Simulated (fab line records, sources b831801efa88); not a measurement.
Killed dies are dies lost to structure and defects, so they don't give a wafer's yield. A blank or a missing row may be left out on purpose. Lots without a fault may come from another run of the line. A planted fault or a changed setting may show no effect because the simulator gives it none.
Which tool did it? | flow sky130 | 6 lots, 18 wafers sampled, at 1 step of a route of 708

WHAT THE GAUGES READ, wafer by wafer
SKY_VIA2_THK_MEAS_01.
lot  | measured     | on            | VIA2_HDPCVD_THK (nm)
L240 | day 35 17:31 | film_metro-02 | 1184 1213 1206
L245 | day 37 14:10 | film_metro-01 | 1180 1174 1177
L252 | day 39 13:16 | film_metro-01 | 1195 1179 1201
L256 | day 40 23:53 | film_metro-03 | 1179 1209 1214
L258 | day 41 05:20 | film_metro-02 | 1172 1174 1169
L260 | day 41 20:47 | film_metro-01 | 1169 1192 1184

WHICH TOOL RAN EACH LOT (tool, then ch and the chambers of the sampled wafers, then the start)
The record holds no process step before these readings.

THE ANSWER, worked out from the rows above alone
Rule: what is usual is taken from the lots themselves. Put in order of their means at a reading, lots are off if they are a third of the lots or fewer, leave a main group of 4 or more, and stand apart from it by a gap of 3 or more times the standard deviation of the main group's means; of several such gaps the widest counts. A main group whose means are all the same, to the digits that the tables above print for the reading, isn't used. A lot without any number at a reading at which 4 lots or more have one is off too. The other lots that the step has rows for count as sound.
No lot is off at any reading shown: from this, nothing can be told.

WHAT THE SIMULATOR HAD PUT IN
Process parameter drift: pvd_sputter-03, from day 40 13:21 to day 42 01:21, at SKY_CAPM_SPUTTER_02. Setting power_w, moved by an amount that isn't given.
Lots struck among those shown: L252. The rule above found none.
